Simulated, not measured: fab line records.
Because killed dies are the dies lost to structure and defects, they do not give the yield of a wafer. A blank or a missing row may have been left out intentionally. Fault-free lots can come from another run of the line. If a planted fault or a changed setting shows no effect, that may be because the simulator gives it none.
What tool caused it? | flow gf180mcu | 10 lots, 30 wafers sampled, at 6 steps of a route of 602

## WHAT EACH GAUGE READ, for each wafer
GF_MIM_RS_MEAS_10: measures by four-point-probe.
lot  | measured     | on            | MIM_ALCU_RS (ohm/sq)
L511 | day 25 13:58 | film-metro-01 | 0.1605 0.1636 0.1592
L512 | day 25 14:20 | film-metro-04 | 0.1619 0.1620 0.1610
L517 | day 27 02:15 | film-metro-04 | 0.1632 0.1618 0.1631
L518 | day 27 14:28 | film-metro-01 | 0.1592 0.1597 0.1907
L522 | day 28 22:59 | film-metro-03 | 0.1583 0.1580 0.1585
L526 | day 30 02:31 | film-metro-01 | 0.1591 0.1616 0.1622
L527 | day 30 06:34 | film-metro-03 | 0.1585 0.1611 0.1570
L529 | day 30 18:22 | film-metro-04 | 0.1628 0.1629 0.1638
L530 | day 30 20:43 | film-metro-03 | 0.1643 0.1650 0.1638
L531 | day 31 04:03 | film-metro-03 | 0.1619 0.1582 0.1583

GF_MIM_THK_MEAS_11: measures by xrf.
lot  | measured     | on            | MIM_ALCU_THK (nm)
L511 | day 25 14:05 | film-metro-01 | 199.0 194.7 200.1
L512 | day 25 14:26 | film-metro-04 | 195.5 195.8 198.1
L517 | day 27 02:22 | film-metro-04 | 196.1 197.3 196.0
L518 | day 27 14:35 | film-metro-01 | 200.2 200.0 169.1
L522 | day 28 23:05 | film-metro-03 | 202.5 201.2 200.6
L526 | day 30 02:37 | film-metro-01 | 200.4 198.1 196.0
L527 | day 30 06:41 | film-metro-03 | 200.0 196.4 201.6
L529 | day 30 18:29 | film-metro-04 | 195.7 194.9 193.3
L530 | day 30 20:49 | film-metro-03 | 193.5 192.2 194.1
L531 | day 31 04:10 | film-metro-03 | 195.3 199.6 200.5

## WHICH TOOL RAN EACH LOT (tool, then ch and the chambers of the sampled wafers, then the start)
lot  | GF_V4_ETCH_16                      | GF_V4_SPUTTER_22             | GF_V4_CMP_26                  | GF_MIM_SPUTTER_08
L511 | rie-diel-03 ch 0,3, day 25 12:11   | pvd-sputter-02, day 25 12:54 | cmp-01 ch 0,1,2, day 25 13:20 | pvd-sputter-04, day 25 13:53
L512 | rie-diel-04 ch 0,1,2, day 25 12:32 | pvd-sputter-01, day 25 13:16 | cmp-02 ch 1,2,3, day 25 13:39 | pvd-sputter-04, day 25 14:16
L517 | rie-diel-02 ch 2,3, day 27 00:26   | pvd-sputter-01, day 27 01:11 | cmp-02 ch 1,2, day 27 01:31   | pvd-sputter-02, day 27 02:10
L518 | rie-diel-04 ch 0,2,3, day 27 12:15 | pvd-sputter-02, day 27 12:59 | cmp-02 ch 2,3, day 27 13:45   | pvd-sputter-04, day 27 14:25
L522 | rie-diel-03 ch 1,2,3, day 28 21:11 | pvd-sputter-01, day 28 21:54 | cmp-01 ch 1,2,3, day 28 22:23 | pvd-sputter-03, day 28 22:53
L526 | rie-diel-04 ch 0,1,3, day 30 00:43 | pvd-sputter-02, day 30 01:26 | cmp-02 ch 1,3, day 30 01:49   | pvd-sputter-02, day 30 02:26
L527 | rie-diel-02 ch 0,2, day 30 04:27   | pvd-sputter-03, day 30 05:19 | cmp-01 ch 1,2, day 30 05:51   | pvd-sputter-04, day 30 06:31
L529 | rie-diel-03 ch 0,1,2, day 30 16:37 | pvd-sputter-01, day 30 17:20 | cmp-02 ch 1,2,3, day 30 17:43 | pvd-sputter-04, day 30 18:19
L530 | rie-diel-03 ch 0,3, day 30 18:54   | pvd-sputter-03, day 30 19:38 | cmp-02 ch 0,3, day 30 19:58   | pvd-sputter-02, day 30 20:37
L531 | rie-diel-04 ch 1,2,3, day 31 02:15 | pvd-sputter-02, day 31 03:01 | cmp-01 ch 0,1,2, day 31 03:20 | pvd-sputter-04, day 31 04:00
- GF_V4_ETCH_16: etches BARC in N2/H2.
- GF_V4_SPUTTER_22: material TiN, target thk 10 nm, time 40 s.
- GF_V4_CMP_26: polishes, stops on SiO2, t overpolish 15 s, target thk 0 nm.
- GF_MIM_SPUTTER_08: material AlCu, target thk 200 nm, time 10.6 s.

## WHAT THE TOOLS THEMSELVES READ (means of the sampled wafers that have a number; where no wafer has one, the mark that the record gives instead)
GF_V4_ETCH_16.
lot  | tool        | drypump-motor-current-A (A) | oes-product-au (a.u.) | rf-fwd-power-W (W) | throttle-valve-pct (%)
L511 | rie-diel-03 | 6.2                         | 0.852                 | 494.9              | 13.210
L512 | rie-diel-04 | 5.6                         | 0.852                 | 495.8              | 13.230
L517 | rie-diel-02 | 5.9                         | 0.855                 | 494.6              | 13.228
L518 | rie-diel-04 | 5.5                         | 0.854                 | 493.6              | 13.229
L522 | rie-diel-03 | 5.7                         | 0.851                 | 496.1              | 13.229
L526 | rie-diel-04 | 5.9                         | 0.859                 | 493.8              | 13.219
L527 | rie-diel-02 | 5.8                         | 0.855                 | 495.6              | 13.220
L529 | rie-diel-03 | 5.7                         | 0.856                 | 494.0              | 13.230
L530 | rie-diel-03 | 6.1                         | 0.853                 | 493.7              | 13.221
L531 | rie-diel-04 | 5.5                         | 0.858                 | 495.6              | 13.228

GF_V4_SPUTTER_22.
lot  | tool           | throttle-valve-pct (%)
L511 | pvd-sputter-02 | 30.2
L512 | pvd-sputter-01 | 28.8
L517 | pvd-sputter-01 | 29.4
L518 | pvd-sputter-02 | 31.0
L522 | pvd-sputter-01 | 29.6
L526 | pvd-sputter-02 | 31.1
L527 | pvd-sputter-03 | 31.1
L529 | pvd-sputter-01 | 28.7
L530 | pvd-sputter-03 | 30.4
L531 | pvd-sputter-02 | 30.5

GF_V4_CMP_26.
lot  | tool   | motor-current-A (A) | overpolish-run-s (s) | retaining-ring-pressure-frac | time-to-endpoint-s (s)
L511 | cmp-01 | 10.4                | 15.001               | 1.002                        | 83
L512 | cmp-02 | 10.6                | 15.008               | 1.001                        | 83
L517 | cmp-02 | 10.5                | 14.997               | 1.003                        | 88
L518 | cmp-02 | 10.5                | 15.002               | 1.002                        | 82
L522 | cmp-01 | 10.3                | 14.994               | 0.999                        | 88
L526 | cmp-02 | 10.7                | 14.994               | 1.002                        | 84
L527 | cmp-01 | 9.7                 | 15.008               | 0.998                        | 89
L529 | cmp-02 | 10.6                | 15.003               | 0.998                        | 84
L530 | cmp-02 | 11.4                | 15.008               | 1.000                        | 82
L531 | cmp-01 | 10.2                | 14.995               | 1.003                        | 85

GF_MIM_SPUTTER_08.
lot  | tool           | throttle-valve-pct (%)
L511 | pvd-sputter-04 | 29.7
L512 | pvd-sputter-04 | 30.2
L517 | pvd-sputter-02 | 30.3
L518 | pvd-sputter-04 | 29.8
L522 | pvd-sputter-03 | 30.3
L526 | pvd-sputter-02 | 30.4
L527 | pvd-sputter-04 | 30.5
L529 | pvd-sputter-04 | 30.4
L530 | pvd-sputter-02 | 31.3
L531 | pvd-sputter-04 | 29.6

## THE ANSWER, worked out from the rows above alone
Rule: the usual values come from the lots themselves. The widest of any qualifying gaps counts: lots, ordered by their means at a reading, are off when they make up no more than a third of the lots, leave a main group of 4 or more, and stand apart from it by 3 or more times the standard deviation of that group's means. A main group is skipped when, at the precision printed for the reading in the tables above, its means are all equal. A lot without any number at a reading at which 4 lots or more have one is off too. All remaining lots with rows at the step are treated as sound. First the gauges in route order, then the tools' own readings, where a lot's mean is used as printed above. At the first step where some lot is off, the reading lying furthest off is the one used; lots without a number count as furthest.
No lot is off on any of the readings shown, so nothing can be concluded from this.

## WHAT THE SIMULATOR PUT IN
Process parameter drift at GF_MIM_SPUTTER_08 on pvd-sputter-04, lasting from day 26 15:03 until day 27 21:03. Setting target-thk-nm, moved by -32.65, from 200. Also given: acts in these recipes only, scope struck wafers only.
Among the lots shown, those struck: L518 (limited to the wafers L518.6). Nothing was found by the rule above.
